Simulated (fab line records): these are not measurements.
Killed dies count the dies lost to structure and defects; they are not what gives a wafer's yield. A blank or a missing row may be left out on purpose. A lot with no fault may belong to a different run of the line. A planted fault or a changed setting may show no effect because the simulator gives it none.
Comparing a struck lot with a sound one | flow sky130 | 43 out of 708 route steps
Sound: wafers L512.1, L512.2, L512.3. Struck: wafer L530.1 (left out: L530.4, L530.6 of the same lot, which were not struck); the cause appears at the end.
Each step with rows lists, per side, the tool, then ch with its chambers, then its first start. Under that, the readings that differ: sound wafers | struck wafers | difference of the means | sigmas: that difference in standard deviations of wafers without a fault.
alike: words and numbers the same on both sides, and readings whose means are apart by under 2 such deviations; not compared: readings that were withheld, readings missing a value for some wafer, numbers with overlapping values and no deviation given by the record, and bounds like >300 which may hide the same value.
A row with sigmas, a row that says differs or no value, or rows on one side alone: a step with any of these is where the two part. Numbers that don't overlap but have no deviation are shown without sigmas and don't part them. A reading that every wafer of one side lacks parts them only if that side has two wafers or more.

first, 1 step without rows for these wafers: SKY_VT_ADJUST_PCH_IMPLANT_08.
SKY_VT_ADJUST_PCH_STRIP_09: strips in O2/N2.
  sound on plasmaAsher-02 ch 0,1, day 11 21:05; struck on plasmaAsher-02 ch 1, day 17 15:26
  alike: drypumpMotorCurrentA, oesProductAu, stripTimeToEndpointS
  not compared: rfHoursCounterH
SKY_VT_ADJUST_PCH_TW_MEAS_10:
  sound on filmMetro-04, day 11 21:11; struck on filmMetro-03, day 17 15:32
  alike: VT_ADJUST_PCH_TW
then, 7 steps without rows for these wafers: SKY_SONOS_TUNNEL_DEHYDRATE_00 (time 60 s); SKY_SONOS_TUNNEL_HMDS_01 (prime time 60 s); SKY_SONOS_TUNNEL_COAT_02 (resist thk 1140 nm); SKY_SONOS_TUNNEL_SOFTBAKE_03 (time 60 s); SKY_SONOS_TUNNEL_EXPOSE_04 (exposes mask TUNM, target cd 410 nm); SKY_SONOS_TUNNEL_PEB_05; SKY_SONOS_TUNNEL_DEVELOP_06 (develop time 60 s).
SKY_SONOS_TUNNEL_CD_MEAS_07: the cd target is 410 nm.
  sound on cdSem-02, day 12 20:21; struck on cdSem-01, day 18 18:42
  alike: cdNm
SKY_SONOS_TUNNEL_OVL_MEAS_08:
  sound on overlay-02, day 12 20:28; struck on overlay-02, day 18 18:49
  alike: SONOS_TUNNEL_OVL
SKY_SONOS_TUNNEL_IMPLANT_09:
  sound on implanter-03 ch 0, day 12 20:31; struck on implanter-02 ch 0, day 18 18:52
  alike: doseIonsCm2, endStationPressureTorr, faradayCurrentUA
then, 2 steps without rows for these wafers: SKY_SONOS_TUNNEL_WET_ETCH_10 (etches SiO2 in dHF, target depth 14 nm, time 280 s); SKY_SONOS_TUNNEL_STRIP_11 (strips in SPM, time 600 s).
SKY_SONOS_TUNNEL_TW_MEAS_12:
  sound on filmMetro-01, day 12 20:55; struck on filmMetro-03, day 18 19:16
  alike: SONOS_TUNNEL_TW
then, 2 steps without rows for these wafers: SKY_SONOS_TUNNEL_CLEAN_13 (cleans in dHF, time 20 s); SKY_SONOS_ONO_OXIDATION_00 (stabilise 600 s, purge 300 s, target thk 2.6 nm).
SKY_SONOS_ONO_THK_MEAS_01:
  sound on filmMetro-02, day 12 23:38; struck on filmMetro-03, day 18 21:49
  alike: SONOS_ONO_OXIDATION_THK
then, 1 step without rows for these wafers: SKY_SONOS_ONO_CVD_02 (deposits Si3N4 from DCS/NH3, target thk 10.5 nm, time 180 s).
SKY_SONOS_ONO_THK_MEAS_03:
  sound on filmMetro-02, day 13 01:48; struck on filmMetro-04, day 18 23:10
  alike: SONOS_ONO_CVD_02_THK
then, 1 step without rows for these wafers: SKY_SONOS_ONO_CVD_04 (deposits SiO2 from SiH4/N2O, target thk 5.7199 nm).
SKY_SONOS_ONO_THK_MEAS_05:
  sound on filmMetro-04, day 13 03:07; struck on filmMetro-04, day 19 00:29
  alike: SONOS_ONO_CVD_04_THK
then, 7 steps without rows for these wafers: SKY_SONOS_ONO_DEHYDRATE_06 (time 60 s); SKY_SONOS_ONO_HMDS_07 (prime time 60 s); SKY_SONOS_ONO_COAT_08 (resist thk 1140 nm); SKY_SONOS_ONO_SOFTBAKE_09 (time 60 s); SKY_SONOS_ONO_EXPOSE_10 (exposes mask ONOM, target cd 410 nm); SKY_SONOS_ONO_PEB_11; SKY_SONOS_ONO_DEVELOP_12 (develop time 60 s).
SKY_SONOS_ONO_CD_MEAS_13: the cd target is 410 nm.
  sound on cdSem-02, day 14 04:25; struck on cdSem-01, day 20 07:04
reading   | sound             | struck | difference | sigmas
cdNm (nm) | 405.9 407.4 405.9 | 411.3  | +4.9       | +3
SKY_SONOS_ONO_OVL_MEAS_14:
  sound on overlay-02, day 14 04:32; struck on overlay-01, day 20 07:11
  alike: SONOS_ONO_OVL
SKY_SONOS_ONO_ETCH_15: etches the open film in CHF3/O2, target depth 19.52 nm, time 7.8 s.
  sound on rieDiel-01 ch 0,1,3, day 14 04:34; struck on rieDiel-01 ch 1, day 20 07:13
  alike: chf3FlowSccm, drypumpMotorCurrentA, oesProductAu, throttleValvePct
  not compared: rfHoursCounterH
then, 1 step without rows for these wafers: SKY_SONOS_ONO_WET_ETCH_16 (etches SiO2 in dHF, target depth 14 nm, time 280 s).
SKY_SONOS_ONO_STRIP_17: strips in O2/N2.
  sound on plasmaAsher-01 ch 0,1, day 14 04:41; struck on plasmaAsher-03 ch 0, day 20 07:20
reading                  | sound       | struck | difference | sigmas
drypumpMotorCurrentA (A) | 6.7 6.1 6.7 | 5.8    | -0.7       | -2
  alike: oesProductAu, stripTimeToEndpointS
  not compared: rfHoursCounterH
then, 3 steps without rows for these wafers: SKY_SONOS_ONO_WET_ETCH_18 (etches Si3N4 in H3PO4, target depth 15 nm, time 172 s); SKY_GATE_OXIDE_CLEAN_00 (cleans in SC1/SC2, time 150 s); SKY_GATE_OXIDE_OXIDATION_01 (stabilise 600 s, purge 300 s, target thk 10.268 nm).
SKY_GATE_OXIDE_THK_MEAS_02:
  sound on filmMetro-01, day 14 06:32; struck on filmMetro-04, day 20 08:57
reading                          | sound           | struck | difference | sigmas
GATE_OXIDE_OXIDATION_00_THK (nm) | 10.18 9.83 9.97 | 10.45  | +0.46      | +2
then, 3 steps without rows for these wafers: SKY_GATE_OXIDE_DEHYDRATE_03 (time 60 s); SKY_GATE_OXIDE_HMDS_04 (prime time 60 s); SKY_GATE_OXIDE_COAT_05 (resist thk 1140 nm).
-- a jump in the record: the struck wafers' starts before and after are 30 days apart (it breaks off in module GATE_OXIDE and resumes in module PAD_OPEN, where the first step shown is number 708 of the route) --
SKY_PAD_OPEN_PROBE_99:
  sound on prober-01, day 46 19:59; struck on prober-01, day 50 18:52
reading                           | sound             | struck | difference | sigmas
killedAtFrontEnd                  | 11 14 16          | 26     | +12        | +3
model.etest.tipSonos.rsOhmSqRange | 44.64 22.65 42.89 | 93.9   | +57.2      | 
  alike: killed_at_M0_to_M3, killed_at_M4_up, killedAtContacts, killedAtOther, killedDies, killedOpen, killedShort

== WHERE THEY PART ==
Last at SKY_PAD_OPEN_PROBE_99 as far as this record goes, first at SKY_SONOS_ONO_CD_MEAS_13.

WHY: whatever the simulator had introduced
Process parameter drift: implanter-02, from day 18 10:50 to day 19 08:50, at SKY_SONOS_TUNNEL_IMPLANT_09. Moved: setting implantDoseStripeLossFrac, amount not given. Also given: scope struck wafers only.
